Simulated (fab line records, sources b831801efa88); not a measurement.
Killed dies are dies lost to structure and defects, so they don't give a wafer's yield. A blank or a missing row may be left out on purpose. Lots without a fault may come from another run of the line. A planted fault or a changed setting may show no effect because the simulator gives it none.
fab line records | flow gf180mcu
record lots=5 wafers=15 last_day=34
route steps=602 shown MIM@509 M5@526 V5@540
lots that met no fault: from a run of the same line without faults
start_h: hours from the record's first day to the start of the lot's first wafer shown | wait_h: hours since the lot's step before | " the same as in the row above | L1.1+2: a row that stands for several wafers | - no value, or no start given | * or withheld: withheld | < > ~ a bound
route shown NAME@n: a module of which the file shows steps, and the number in the route of the first | usual: mean/standard deviation of fault-free wafers | same: alike in all rows | chamber/n: place in a boat | sites: the reading at each site | _std_site: their standard deviation | _edge_site: outer sites' mean less inner sites' | radius_mm: how far each site lies from the wafer's centre | mask NAME#n: copy n | behind: the tool/chamber that last shaped the wafer | hold: why the lot was held/for how many hours/how that ended | device: the transistor (n, p or np) that didn't switch | end of line: the same wafers' tests at the end of the route | a step without rows: its recipe alone | killed: dies lost to structure and defects at the first sort, not the wafer's yield | map: a wafer's dies, x killed, . not, _ none there
set.NAME: the setting as run; set.NAME@STEP: as run at that earlier step | model.NAME: the simulator's own value behind a step, which no gauge read
lots at some steps of the route; a table a step, a row a wafer
services: from which hour (start_h, from the record's first day; less than 0 if before it) a tool's chamber was out of use, for how many hours, and why
## steps
# step GF_MIM_THK_MEAS_06
# recipe reads=Si3N4_of_MIM_CVD_05
# usual MIM_CVD_05_THK=42.7/0.59
# columns lot.wafer tool chamber start_h wait_h MIM_CVD_05_THK[nm]
L080.1 film_metro-02 - 617.00 0.0 42.0
L080.2 " - " " 42.7
L080.5 " - " " 42.8
L082.1 film_metro-04 - 633.57 0.0 42.6
L082.2 " - " " 42.8
L082.5 " - " " 43.6
L083.2 film_metro-02 - 635.65 0.0 42.6
L083.3 " - " " 41.9
L083.4 " - " " 43.0
L096.3 film_metro-04 - 724.19 0.0 43.1
L096.4 " - " " 43.3
L096.5 " - " " 43.1
L097.4 film_metro-03 - 730.61 0.0 44.0
L097.5 " - " " 42.6
L097.6 " - " " 43.3
# step GF_MIM_SPUTTER_07
# recipe material=TiN target_thk_nm=60 power_w=6500 time_s=50 chamber_pressure_pa=0.4
# usual cathode_dc_power_W=6500.0/1.2 chamber_pressure_pa=0.4001/0.00084 throttle_valve_pct=30.2/1.2
# columns lot.wafer tool chamber start_h wait_h cathode_dc_power_W chamber_pressure_pa throttle_valve_pct
L080.1 pvd_sputter-03 - 617.06 0.1 6499.7 0.3989 31.2
L080.2 " - " " 6499.0 0.3991 31.2
L080.5 " - " " 6498.4 0.3992 31.4
L082.1 pvd_sputter-01 - 633.63 0.1 6498.1 0.4011 30.7
L082.2 " - " " 6501.3 0.3997 30.9
L082.5 " - " " 6499.7 0.3999 28.3
L083.2 pvd_sputter-04 - 635.70 0.0 6500.8 0.3989 31.4
L083.3 " - " " 6500.1 0.4010 30.1
L083.4 " - " " 6500.2 0.3989 31.1
L096.3 pvd_sputter-03 - 724.23 0.0 6499.4 0.3996 31.4
L096.4 " - " " 6498.3 0.4003 30.9
L096.5 " - " " 6499.7 0.3992 30.5
L097.4 pvd_sputter-04 - 730.64 0.0 6500.7 0.4000 29.8
L097.5 " - " " 6499.9 0.3994 29.9
L097.6 " - " " 6501.1 0.4006 31.3
# step GF_MIM_SPUTTER_08
# recipe material=AlCu target_thk_nm=200 power_w=10600 time_s=10.6 chamber_pressure_pa=0.4
# usual cathode_dc_power_W=10600/2.2 chamber_pressure_pa=0.3999/0.00084 throttle_valve_pct=30.2/1.1
# columns lot.wafer tool chamber start_h wait_h cathode_dc_power_W chamber_pressure_pa throttle_valve_pct
L080.1 pvd_sputter-03 - 617.11 0.0 10600 0.3995 31.2
L080.2 " - " " 10598 0.4000 31.1
L080.5 " - " " 10599 0.4003 31.3
L082.1 pvd_sputter-01 - 633.67 0.0 10595 0.3990 30.6
L082.2 " - " " 10597 0.4000 30.9
L082.5 " - " " 10602 0.3981 28.8
L083.2 pvd_sputter-04 - 635.75 0.0 10601 0.4003 31.5
L083.3 " - " " 10599 0.3990 30.0
L083.4 " - " " 10595 0.4006 30.9
L096.3 pvd_sputter-03 - 724.27 0.0 10600 0.4001 31.3
L096.4 " - " " 10603 0.4020 30.5
L096.5 " - " " 10599 0.4018 30.6
L097.4 pvd_sputter-04 - 730.69 0.0 10599 0.4001 29.8
L097.5 " - " " 10597 0.3994 30.0
L097.6 " - " " 10598 0.4001 31.3
# step GF_MIM_SPUTTER_09
# recipe material=TiN target_thk_nm=35 power_w=6500 time_s=29.2 chamber_pressure_pa=0.4
# usual cathode_dc_power_W=6500.1/1.2 chamber_pressure_pa=0.4000/0.00079 throttle_valve_pct=30.2/1.2
# columns lot.wafer tool chamber start_h wait_h cathode_dc_power_W chamber_pressure_pa throttle_valve_pct
L080.1 pvd_sputter-03 - 617.13 0.0 6499.1 0.4001 31.3
L080.2 " - " " 6499.1 0.3992 31.1
L080.5 " - " " 6499.4 0.3988 31.5
L082.1 pvd_sputter-01 - 633.69 0.0 6501.3 0.3997 30.9
L082.2 " - " " 6497.6 0.4000 31.0
L082.5 " - " " 6500.8 0.3989 28.3
L083.2 pvd_sputter-04 - 635.77 0.0 6501.3 0.4009 31.7
L083.3 " - " " 6500.3 0.3999 29.9
L083.4 " - " " 6501.1 0.3986 31.3
L096.3 pvd_sputter-03 - 724.30 0.0 6498.1 0.3995 31.4
L096.4 " - " " 6500.7 0.3975 30.7
L096.5 " - " " 6498.8 0.3996 30.8
L097.4 pvd_sputter-04 - 730.71 0.0 6499.8 0.3997 29.7
L097.5 " - " " 6498.7 0.4009 30.0
L097.6 " - " " 6499.9 0.4004 31.1
# step GF_MIM_RS_MEAS_10
# recipe thk_meas_gauge=four-point-probe reads=TiN_of_MIM_SPUTTER_09+AlCu_of_MIM_SPUTTER_08+TiN_of_MIM_SPUTTER_07
# usual MIM_ALCU_RS=0.1606/0.0015
# columns lot.wafer tool chamber start_h wait_h MIM_ALCU_RS[ohm/sq]
L080.1 film_metro-02 - 617.16 0.0 0.1623
L080.2 " - " " 0.1614
L080.5 " - " " 0.1620
L082.1 film_metro-03 - 633.73 0.0 0.1599
L082.2 " - " " 0.1582
L082.5 " - " " 0.1591
L083.2 film_metro-03 - 635.82 0.0 0.1626
L083.3 " - " " 0.1602
L083.4 " - " " 0.1594
L096.3 film_metro-03 - 724.37 0.1 0.1606
L096.4 " - " " 0.1604
L096.5 " - " " 0.1602
L097.4 film_metro-03 - 730.80 0.1 0.1615
L097.5 " - " " 0.1590
L097.6 " - " " 0.1585
# step GF_MIM_THK_MEAS_11
# recipe thk_meas_gauge=xrf reads=AlCu_of_MIM_SPUTTER_08
# usual MIM_ALCU_THK=199.1/2
# columns lot.wafer tool chamber start_h wait_h MIM_ALCU_THK[nm]
L080.1 film_metro-02 - 617.28 0.1 195.6
L080.2 " - " " 198.2
L080.5 " - " " 197.4
L082.1 film_metro-03 - 633.85 0.1 200.8
L082.2 " - " " 201.8
L082.5 " - " " 200.4
L083.2 film_metro-03 - 635.93 0.1 197.5
L083.3 " - " " 200.3
L083.4 " - " " 200.7
L096.3 film_metro-03 - 724.47 0.1 198.9
L096.4 " - " " 198.3
L096.5 " - " " 199.5
L097.4 film_metro-03 - 730.89 0.1 197.7
L097.5 " - " " 199.4
L097.6 " - " " 200.9
# step GF_MIM_DEHYDRATE_12
# recipe temp_c=200 time_s=60
# columns lot.wafer tool chamber start_h wait_h
L080.1+2+5 litho_track-01 0 626.77 9.5
L082.1+2+5 litho_track-03 0 642.80 8.9
L083.2+3+4 litho_track-03 0 645.28 9.3
L096.3+4+5 litho_track-03 0 732.90 8.4
L097.4+5+6 litho_track-03 0 738.72 7.8
# step GF_MIM_HMDS_13
# recipe prime_time_s=60 prime_temp_c=120
# columns lot.wafer tool chamber start_h wait_h
L080.1+2+5 litho_track-01 0 626.92 0.1
L082.1+2+5 litho_track-03 0 642.95 0.1
L083.2+3+4 litho_track-03 0 645.43 0.1
L096.3+4+5 litho_track-03 0 733.05 0.1
L097.4+5+6 litho_track-03 0 738.87 0.1
# step GF_MIM_COAT_14
# recipe resist=NOVOLAK spin_rpm=3000 resist_thk_nm=1000
# columns lot.wafer tool chamber start_h wait_h
L080.1+2+5 litho_track-01 0 627.07 0.1
L082.1+2+5 litho_track-03 0 643.10 0.1
L083.2+3+4 litho_track-03 0 645.58 0.1
L096.3+4+5 litho_track-03 0 733.20 0.1
L097.4+5+6 litho_track-03 0 739.02 0.1
# step GF_MIM_SOFTBAKE_15
# recipe temp_c=90 time_s=60 resist=NOVOLAK
# columns lot.wafer tool chamber start_h wait_h
L080.1+2+5 litho_track-01 0 627.22 0.1
L082.1+2+5 litho_track-03 0 643.25 0.1
L083.2+3+4 litho_track-03 0 645.73 0.1
L096.3+4+5 litho_track-03 0 733.35 0.1
L097.4+5+6 litho_track-03 0 739.17 0.1
# step GF_MIM_EXPOSE_16
# recipe mask_id=FuseTop target_cd_nm=2000 na=0.6 source_shape=conventional sigma_outer=0.6 dose_mj=140
# usual exposure_dose_mJ_cm2=139.98/0.13
# columns lot.wafer tool chamber start_h wait_h mask exposure_dose_mJ_cm2
L080.1 iline_stepper-02 0 - - FuseTop#0 139.80
L080.2 " 0 " " FuseTop#0 139.96
L080.5 " 0 " " FuseTop#0 139.78
L082.1 iline_stepper-01 0 - - FuseTop#0 139.96
L082.2 " 0 " " FuseTop#0 140.14
L082.5 " 0 " " FuseTop#0 140.21
L083.2 iline_stepper-01 0 - - FuseTop#0 139.77
L083.3 " 0 " " FuseTop#0 139.82
L083.4 " 0 " " FuseTop#0 139.63
L096.3 iline_stepper-02 0 - - FuseTop#0 139.93
L096.4 " 0 " " FuseTop#0 139.89
L096.5 " 0 " " FuseTop#0 140.01
L097.4 iline_stepper-02 0 - - FuseTop#0 139.98
L097.5 " 0 " " FuseTop#0 140.01
L097.6 " 0 " " FuseTop#0 140.11
# step GF_MIM_PEB_17
# recipe temp_c=withheld time_s=* resist=NOVOLAK
# columns lot.wafer tool chamber start_h wait_h
L080.1+2+5 litho_track-03 0 - -
L082.1+2+5 litho_track-04 0 - -
L083.2+3+4 litho_track-03 0 - -
L096.3+4+5 litho_track-01 0 - -
L097.4+5+6 litho_track-04 0 - -
# step GF_MIM_DEVELOP_18
# recipe develop_time_s=60 dev_temp_c=23
# columns lot.wafer tool chamber start_h wait_h
L080.1+2+5 litho_track-03 0 636.80 0.1
L082.1+2+5 litho_track-04 0 652.97 0.1
L083.2+3+4 litho_track-03 0 654.93 0.1
L096.3+4+5 litho_track-01 0 741.61 0.1
L097.4+5+6 litho_track-04 0 746.94 0.1
# step GF_MIM_METAL_ETCH_19
# recipe chemistry=Cl2/BCl3 mask_material=NOVOLAK stop_on=Si3N4 target_depth_nm=324.5 pressure_mtorr=8 icp_w=800 bias_w=140 Cl2_flow_sccm=80 bcl3_flow_sccm=40 time_s=54.1
# usual drypump_motor_current_A=5.8/0.48 oes_product_au=0.941/0.0061 throttle_valve_pct=28.283/0.01
# columns lot.wafer tool chamber start_h wait_h drypump_motor_current_A oes_product_au rf_hours_counter_h throttle_valve_pct
L080.1 rie_metal-02 0 636.95 0.1 5.6 0.933 8 28.282
L080.2 " 1 " " 5.8 0.933 0 28.291
L080.5 " 0 " " 5.6 0.942 - 28.290
L082.1 rie_metal-03 1 653.12 0.1 5.5 0.948 9 28.281
L082.2 " 0 " " 5.3 0.953 2 28.287
L082.5 " 1 " " 5.5 0.942 - 28.273
L083.2 rie_metal-01 0 655.05 0.1 6.7 0.934 5 28.274
L083.3 " 0 " " 6.7 0.940 - 28.292
L083.4 " 1 " " 5.8 0.946 - 28.279
L096.3 rie_metal-01 0 741.74 0.1 6.7 0.938 - 28.271
L096.4 " 1 " " 5.8 0.944 - 28.286
L096.5 " 1 " " 5.8 0.944 - 28.283
L097.4 rie_metal-01 0 747.04 0.1 6.7 0.928 - 28.287
L097.5 " 0 " " 6.7 0.948 - 28.284
L097.6 " 1 " " 5.8 0.951 - 28.265
# step GF_MIM_STRIP_20
# recipe chemistry=O2/N2 power_w=1400 pressure_mtorr=1500 platen_temp_c=250 o2_flow_sccm=3000 n2_flow_sccm=300 overash_fraction=0.5
# usual drypump_motor_current_A=5.8/0.41 heater_power_w=303/11 oes_product_au=0.692/0.0049 strip_time_to_endpoint_s=11.23/0.04
# columns lot.wafer tool chamber start_h wait_h drypump_motor_current_A heater_power_w oes_product_au rf_hours_counter_h strip_time_to_endpoint_s
L080.1 plasma_asher-03 1 637.02 0.0 5.5 310 0.693 100 11.21
L080.2 " 0 " " 5.9 305 0.696 100 11.23
L080.5 " 1 " " 5.5 317 0.691 - 11.23
L082.1 plasma_asher-04 1 653.19 0.0 5.8 297 0.690 94 11.21
L082.2 " 0 " " 4.9 326 0.692 94 11.22
L082.5 " 1 " " 5.7 299 0.692 - 11.19
L083.2 plasma_asher-04 0 655.12 0.0 4.9 326 0.686 94 11.27
L083.3 " 1 " " 5.8 295 0.686 - 11.22
L083.4 " 0 " " 5.0 319 0.698 - 11.19
L096.3 plasma_asher-01 0 741.82 0.1 6.1 293 0.686 - 11.22
L096.4 " 1 " " 6.2 312 0.686 - 11.24
L096.5 " 1 " " 6.2 292 0.682 - 11.27
L097.4 plasma_asher-01 1 747.12 0.1 6.2 303 0.702 - 11.25
L097.5 " 1 " " 6.2 302 0.697 - 11.24
L097.6 " 0 " " 6.1 292 0.694 - 11.23
# step GF_MIM_STRIP_21
# recipe chemistry=post_etch_residue_remover time_s=1200 temp_c=72.5
# columns lot.wafer tool chamber start_h wait_h
L080.1+2+5 wet_bench-01 2 637.12 0.1
L082.1+2+5 wet_bench-03 0 653.29 0.1
L083.2+3+4 wet_bench-02 0 655.22 0.1
L096.3+4+5 wet_bench-03 2 741.88 0.0
L097.4+5+6 wet_bench-03 3 747.19 0.0
# step GF_MIM_CLEAN_22
# recipe chemistry=DIW dry=n2_spin
# columns lot.wafer tool chamber start_h wait_h
L080.1+2+5 wet_bench-03 2 637.46 0.0
L082.1+2+5 wet_bench-02 0 654.18 0.0
L083.2+3+4 wet_bench-03 3 655.56 0.0
L096.3+4+5 wet_bench-01 0 742.23 0.0
L097.4+5+6 wet_bench-01 1 747.56 0.0
# step GF_M5_DEHYDRATE_00
# recipe temp_c=200 time_s=60
# columns lot.wafer tool chamber start_h wait_h
L080.1+2+5 litho_track-03 0 646.75 9.2
L082.1+2+5 litho_track-03 0 663.15 8.9
L083.2+3+4 litho_track-01 0 664.44 8.8
L096.3+4+5 litho_track-02 0 750.49 8.2
L097.4+5+6 litho_track-01 0 755.24 7.6
# step GF_M5_HMDS_01
# recipe prime_time_s=60 prime_temp_c=120
# columns lot.wafer tool chamber start_h wait_h
L080.1+2+5 litho_track-03 0 646.90 0.1
L082.1+2+5 litho_track-03 0 663.30 0.1
L083.2+3+4 litho_track-01 0 664.59 0.1
L096.3+4+5 litho_track-02 0 750.64 0.1
L097.4+5+6 litho_track-01 0 755.39 0.1
# step GF_M5_COAT_02
# recipe resist=KrF spin_rpm=withheld resist_thk_nm=1000
# columns lot.wafer tool chamber start_h wait_h
L080.1+2+5 litho_track-03 0 647.05 0.1
L082.1+2+5 litho_track-03 0 663.45 0.1
L083.2+3+4 litho_track-01 0 664.74 0.1
L096.3+4+5 litho_track-02 0 750.79 0.1
L097.4+5+6 litho_track-01 0 755.54 0.1
# step GF_M5_SOFTBAKE_03
# recipe temp_c=130 time_s=60 resist=KrF
# columns lot.wafer tool chamber start_h wait_h
L080.1+2+5 litho_track-03 0 647.20 0.1
L082.1+2+5 litho_track-03 0 663.60 0.1
L083.2+3+4 litho_track-01 0 664.89 0.1
L096.3+4+5 litho_track-02 0 750.94 0.1
L097.4+5+6 litho_track-01 0 755.69 0.1
# step GF_M5_EXPOSE_04
# recipe mask_id=Metal5 target_cd_nm=280 na=0.68 source_shape=conventional sigma_outer=0.6 dose_mj=28.29
# usual exposure_dose_mJ_cm2=27.989/0.026
# columns lot.wafer tool chamber start_h wait_h mask exposure_dose_mJ_cm2
L080.1 krf_scanner-02 0 - - Metal5#0 27.977
L080.2 " 0 " " Metal5#0 28.032
L080.5 " 0 " " Metal5#0 28.000
L082.1 krf_scanner-01 0 - - Metal5#0 27.983
L082.2 " 0 " " Metal5#0 27.988
L082.5 " 0 " " Metal5#0 27.996
L083.2 krf_scanner-02 0 - - Metal5#0 28.017
L083.3 " 0 " " Metal5#0 28.009
L083.4 " 0 " " Metal5#0 28.018
L096.3 krf_scanner-02 0 - - Metal5#0 27.990
L096.4 " 0 " " Metal5#0 28.016
L096.5 " 0 " " Metal5#0 28.009
L097.4 krf_scanner-01 0 - - Metal5#0 27.969
L097.5 " 0 " " Metal5#0 27.951
L097.6 " 0 " " Metal5#0 27.985
# step GF_M5_PEB_05
# recipe peb_temp_c=135 peb_time_s=90 resist=KrF
# columns lot.wafer tool chamber start_h wait_h
L080.1+2+5 litho_track-03 0 - -
L082.1+2+5 litho_track-03 0 - -
L083.2+3+4 litho_track-02 0 - -
L096.3+4+5 litho_track-02 0 - -
L097.4+5+6 litho_track-02 0 - -
# step GF_M5_DEVELOP_06
# recipe develop_time_s=60 dev_temp_c=21
# columns lot.wafer tool chamber start_h wait_h
L080.1+2+5 litho_track-03 0 656.80 0.2
L082.1+2+5 litho_track-03 0 673.15 0.2
L083.2+3+4 litho_track-02 0 674.46 0.2
L096.3+4+5 litho_track-02 0 758.99 0.1
L097.4+5+6 litho_track-02 0 763.26 0.1
# step GF_M5_CD_MEAS_07
# recipe target_cd_nm=280
# usual cd_nm=280.3/1.1
# columns lot.wafer tool chamber start_h wait_h cd_nm
L080.1 cd_sem-02 - 656.95 0.1 279.0
L080.2 " - " " 279.8
L080.5 " - " " 279.9
L082.1 cd_sem-02 - 673.30 0.1 278.5
L082.2 " - " " 279.0
L082.5 " - " " 279.3
L083.2 cd_sem-02 - 674.61 0.1 278.7
L083.3 " - " " 278.8
L083.4 " - " " 279.0
L096.3 cd_sem-02 - 759.13 0.1 280.8
L096.4 " - " " 282.2
L096.5 " - " " 281.2
L097.4 cd_sem-01 - 763.40 0.1 281.0
L097.5 " - " " 280.8
L097.6 " - " " 280.8
# step GF_M5_OVL_MEAS_08
# usual M5_OVL=0/6
# columns lot.wafer tool chamber start_h wait_h M5_OVL[nm]
L080.1 overlay-01 - 657.07 0.1 13
L080.2 " - " " 12
L080.5 " - " " -2
L082.1 overlay-01 - 673.42 0.1 -5
L082.2 " - " " 5
L082.5 " - " " -6
L083.2 overlay-01 - 674.71 0.1 -1
L083.3 " - " " -4
L083.4 " - " " 3
L096.3 overlay-01 - 759.22 0.1 3
L096.4 " - " " -13
L096.5 " - " " -5
L097.4 overlay-02 - 763.47 0.1 0
L097.5 " - " " -2
L097.6 " - " " -1
# step GF_M5_ETCH_09
# recipe chemistry=CF4/O2 target=Si3N4 target_depth_nm=52 source_w=800 bias_w=150 pressure_mtorr=150 cf4_flow_sccm=80 O2_flow_sccm=10 time_s=11.6
# usual drypump_motor_current_A=5.6/0.66 oes_product_au=0.999/0.0097 throttle_valve_pct=5.970/0.0091
# columns lot.wafer tool chamber start_h wait_h drypump_motor_current_A oes_product_au rf_hours_counter_h throttle_valve_pct
L080.1 rie_diel-04 0 657.11 0.0 5.6 1.013 14 5.970
L080.2 " 1 " " 5.3 0.996 29 5.974
L080.5 " 2 " " 4.6 1.010 - 5.970
L082.1 rie_diel-02 3 673.46 0.0 5.1 0.996 2 5.963
L082.2 " 2 " " 6.2 1.000 12 5.956
L082.5 " 3 " " 5.1 0.989 - 5.970
L083.2 rie_diel-03 1 674.74 0.0 4.6 1.008 15 5.970
L083.3 " 0 " " 6.5 0.987 6 5.972
L083.4 " 3 " " 6.7 0.985 15 5.962
L096.3 rie_diel-04 2 759.24 0.0 4.7 1.011 17 5.968
L096.4 " 0 " " 5.7 0.993 18 5.979
L096.5 " 1 " " 5.2 0.986 - 5.983
L097.4 rie_diel-03 3 763.49 0.0 6.6 0.996 18 5.959
L097.5 " 1 " " 4.6 1.017 - 5.972
L097.6 " 2 " " 5.0 0.985 - 5.964
# step GF_M5_METAL_ETCH_10
# recipe chemistry=Cl2/BCl3 mask_material=KrF target_depth_nm=627.5 stop_on=SiO2 pressure_mtorr=8 icp_w=800 bias_w=140 Cl2_flow_sccm=80 bcl3_flow_sccm=40 time_s=104.6
# usual drypump_motor_current_A=5.8/0.48 oes_product_au=0.971/0.0069 throttle_valve_pct=28.250/0.0099
# columns lot.wafer tool chamber start_h wait_h drypump_motor_current_A oes_product_au rf_hours_counter_h throttle_valve_pct
L080.1 rie_metal-02 0 657.13 0.0 5.6 0.967 8 28.254
L080.2 " 1 " " 5.8 0.972 1 28.268
L080.5 " 1 " " 5.8 0.966 - 28.258
L082.1 rie_metal-01 0 673.48 0.0 6.7 0.980 6 28.242
L082.2 " 0 " " 6.8 0.975 - 28.240
L082.5 " 0 " " 6.8 0.979 - 28.256
L083.2 rie_metal-04 0 674.77 0.0 6.3 0.977 6 28.249
L083.3 " 1 " " 5.1 0.971 - 28.248
L083.4 " 0 " " 6.2 0.975 - 28.241
L096.3 rie_metal-02 1 759.30 0.0 5.8 0.982 - 28.242
L096.4 " 0 " " 5.6 0.970 - 28.239
L096.5 " 0 " " 5.6 0.976 - 28.252
L097.4 rie_metal-01 1 763.55 0.0 5.8 0.980 - 28.257
L097.5 " 1 " " 5.8 0.961 - 28.238
L097.6 " 0 " " 6.7 0.970 - 28.250
# step GF_M5_STRIP_11
# recipe chemistry=O2/N2 power_w=1400 pressure_mtorr=1500 platen_temp_c=250 o2_flow_sccm=3000 n2_flow_sccm=300 overash_fraction=0.5
# usual drypump_motor_current_A=5.9/0.34 heater_power_w=295/10 oes_product_au=0.544/0.0046 strip_time_to_endpoint_s=7.55/0.045
# columns lot.wafer tool chamber start_h wait_h drypump_motor_current_A heater_power_w oes_product_au rf_hours_counter_h strip_time_to_endpoint_s
L080.1 plasma_asher-01 1 657.24 0.1 6.2 299 0.549 24 7.55
L080.2 " 0 " " 6.2 290 0.543 24 7.49
L080.5 " 0 " " 6.1 296 0.546 - 7.49
L082.1 plasma_asher-03 0 673.70 0.2 5.9 295 0.546 104 7.56
L082.2 " 1 " " 5.5 312 0.547 104 7.62
L082.5 " 0 " " 5.9 286 0.548 - 7.58
L083.2 plasma_asher-02 1 674.88 0.1 6.1 293 0.539 55 7.49
L083.3 " 1 " " 6.1 290 0.534 - 7.55
L083.4 " 0 " " 5.3 290 0.542 - 7.55
L096.3 plasma_asher-01 0 759.41 0.1 6.1 296 0.538 - 7.54
L096.4 " 1 " " 6.2 297 0.548 - 7.55
L096.5 " 0 " " 6.1 298 0.541 - 7.54
L097.4 plasma_asher-01 0 763.66 0.1 6.1 300 0.547 - 7.51
L097.5 " 1 " " 6.2 308 0.547 - 7.49
L097.6 " 0 " " 6.1 300 0.547 - 7.56
# step GF_M5_STRIP_12
# recipe chemistry=post_etch_residue_remover time_s=1200 temp_c=72.5
# columns lot.wafer tool chamber start_h wait_h
L080.1+2+5 wet_bench-04 1 657.34 0.1
L082.1+2+5 wet_bench-04 0 673.80 0.1
L083.2+3+4 wet_bench-01 1 674.98 0.1
L096.3+4+5 wet_bench-03 3 759.48 0.0
L097.4+5+6 wet_bench-03 2 763.73 0.0
# step GF_M5_CLEAN_13
# recipe chemistry=DIW dry=n2_spin
# columns lot.wafer tool chamber start_h wait_h
L080.1+2+5 wet_bench-03 3 657.68 0.0
L082.1+2+5 wet_bench-01 3 674.18 0.0
L083.2+3+4 wet_bench-03 2 675.32 0.0
L096.3+4+5 wet_bench-04 0 759.82 0.0
L097.4+5+6 wet_bench-01 3 764.07 0.0
# step GF_V5_CVD_00
# recipe material=SiO2 target_thk_nm=300 sigma_open_frac=0.3 temp_c=400 time_s=50 sih4_flow_sccm=60 pressure_mtorr=6
# columns lot.wafer tool chamber start_h wait_h
L080.1+2+5 hdpcvd-01 1,0,1 657.78 0.0
L082.1+2+5 hdpcvd-02 2,0,2 674.27 0.0
L083.2+3+4 hdpcvd-02 1,0,1 675.41 0.0
L096.3+4+5 hdpcvd-02 0,2,0 759.92 0.0
L097.4+5+6 hdpcvd-01 1,0,2 764.19 0.0
# step GF_V5_THK_MEAS_01
# recipe reads=SiO2_of_V5_CVD_00
# usual V5_CVD_00_THK=301.5/2.6
# columns lot.wafer tool chamber start_h wait_h V5_CVD_00_THK[nm]
L080.1 film_metro-04 - 657.83 0.0 301.4
L080.2 " - " " 304.9
L080.5 " - " " 302.3
L082.1 film_metro-01 - 674.31 0.0 300.9
L082.2 " - " " 301.3
L082.5 " - " " 299.5
L083.2 film_metro-04 - 675.47 0.0 296.7
L083.3 " - " " 301.1
L083.4 " - " " 304.9
L096.3 film_metro-04 - 759.98 0.0 302.2
L096.4 " - " " 303.1
L096.5 " - " " 301.2
L097.4 film_metro-04 - 764.24 0.0 302.7
L097.5 " - " " 300.6
L097.6 " - " " 302.1
# step GF_V5_CVD_02
# recipe material=SiO2 target_thk_nm=1450 precursor=TEOS temp_c=400 time_s=163.28 rf_w=600
# usual heater_power_w=700/140
# columns lot.wafer tool chamber start_h wait_h heater_power_w
L080.1 pecvd-02 1 657.89 0.1 787
L080.2 " 0 " " 867
L080.5 " 1 " " 889
L082.1 pecvd-03 2 674.37 0.1 411
L082.2 " 1 " " 697
L082.5 " 0 " " 712
L083.2 pecvd-02 1 675.52 0.0 809
L083.3 " 0 " " 920
L083.4 " 0 " " 749
L096.3 pecvd-03 1 760.02 0.0 695
L096.4 " 2 " " 406
L096.5 " 1 " " 751
L097.4 pecvd-03 0 764.33 0.1 739
L097.5 " 1 " " 597
L097.6 " 2 " " 521
# step GF_V5_THK_MEAS_03
# recipe reads=SiO2_of_V5_CVD_02
# usual V5_CVD_02_THK=1453/19
# columns lot.wafer tool chamber start_h wait_h V5_CVD_02_THK[nm]
L080.1 film_metro-02 - 658.00 0.1 1432
L080.2 " - " " 1420
L080.5 " - " " 1449
L082.1 film_metro-04 - 674.48 0.1 1449
L082.2 " - " " 1441
L082.5 " - " " 1494
L083.2 film_metro-02 - 675.63 0.1 1426
L083.3 " - " " 1447
L083.4 " - " " 1459
L096.3 film_metro-04 - 760.15 0.1 1427
L096.4 " - " " 1461
L096.5 " - " " 1477
L097.4 film_metro-04 - 764.41 0.0 1473
L097.5 " - " " 1461
L097.6 " - " " 1461
# step GF_V5_CMP_04
# recipe material=SiO2 down_force_psi=4 platen_rpm=60 pad_velocity_m_s=0.94248
# usual motor_current_A=11.4/0.65
# columns lot.wafer tool chamber start_h wait_h motor_current_A
L080.1 cmp-02 0 658.16 0.1 11.7
L080.2 " 1 " " 11.6
L080.5 " 2 " " 10.1
L082.1 cmp-02 0 674.59 0.1 11.0
L082.2 " 2 " " 11.1
L082.5 " 0 " " 11.4
L083.3 cmp-02 0 675.68 0.0 11.3
L083.4 " 2 " " 10.4
L083.2 " 3 " " 11.6
L096.3 cmp-02 0 760.19 0.0 11.3
L096.4 " 3 " " 12.3
L096.5 " 0 " " 12.0
L097.4 cmp-02 2 764.44 0.0 10.4
L097.6 " 2 " " 10.8
L097.5 " 3 " " 11.9
# step GF_V5_BOW_MEAS_05
# recipe mode=bow
# usual V5_BOW=133/9.6
# columns lot.wafer tool chamber start_h wait_h V5_BOW[um]
L080.1 film_metro-02 - 658.36 0.1 135
L080.2 " - " " 124
L080.5 " - " " 129
L082.1 film_metro-04 - 674.84 0.2 119
L082.2 " - " " 124
L082.5 " - " " 115
L083.2 film_metro-01 - 676.00 0.1 132
L083.3 " - " " 142
L083.4 " - " " 121
L096.3 film_metro-01 - 760.55 0.3 132
L096.4 " - " " 140
L096.5 " - " " 143
L097.4 film_metro-02 - 764.82 0.3 136
L097.5 " - " " 134
L097.6 " - " " 142
# step GF_V5_DEHYDRATE_06
# recipe temp_c=200 time_s=60
# columns lot.wafer tool chamber start_h wait_h
L080.1+2+5 litho_track-04 0 667.17 8.8
L082.1+2+5 litho_track-03 0 683.35 8.5
L083.2+3+4 litho_track-03 0 685.03 9.0
L096.3+4+5 litho_track-02 0 767.79 7.2
L097.4+5+6 litho_track-03 0 772.37 7.5
# step GF_V5_HMDS_07
# recipe prime_time_s=60 prime_temp_c=120
# columns lot.wafer tool chamber start_h wait_h
L080.1+2+5 litho_track-04 0 667.32 0.1
L082.1+2+5 litho_track-03 0 683.50 0.1
L083.2+3+4 litho_track-03 0 685.18 0.1
L096.3+4+5 litho_track-02 0 767.94 0.1
L097.4+5+6 litho_track-03 0 772.52 0.1
# step GF_V5_COAT_08
# recipe resist=BARC temp_c=withheld time_s=withheld spin_rpm=withheld resist_thk_nm=withheld
# columns lot.wafer tool chamber start_h wait_h
L080.1+2+5 litho_track-04 0 667.47 0.1
L082.1+2+5 litho_track-03 0 683.65 0.1
L083.2+3+4 litho_track-03 0 685.33 0.1
L096.3+4+5 litho_track-02 0 768.09 0.1
L097.4+5+6 litho_track-03 0 772.67 0.1
## services
# columns tool chamber start_h hours kind
hdpcvd-02 - 595.71 0.2 repair
cmp-02 - 599.16 0.5 repair
krf_scanner-02 - 601.70 1.0 pm
krf_scanner-02 - 603.25 2.2 repair
pecvd-02 - 606.90 1.2 repair
krf_scanner-01 - 609.53 0.8 pm
rie_diel-03 0 610.13 6.1 repair
rie_diel-04 - 610.54 2.8 pm
plasma_asher-03 - 611.87 9.8 repair
rie_diel-04 2 614.79 4.0 repair
cmp-02 - 629.80 3.7 pm
hdpcvd-02 - 637.95 0.9 repair
wet_bench-03 - 641.18 5.3 repair
krf_scanner-02 - 665.76 0.8 pm
pvd_sputter-04 - 669.01 2.0 repair
pecvd-03 2 679.07 6.7 repair
krf_scanner-02 - 690.70 1.3 pm
cmp-02 - 707.42 1.8 repair
rie_metal-01 0 733.95 2.2 repair
pecvd-03 - 742.20 2.3 repair
hdpcvd-02 - 743.39 0.8 repair
iline_stepper-02 - 751.64 1.3 repair
iline_stepper-02 - 752.96 1.7 pm
krf_scanner-02 - 770.70 1.0 pm
## key
fault none
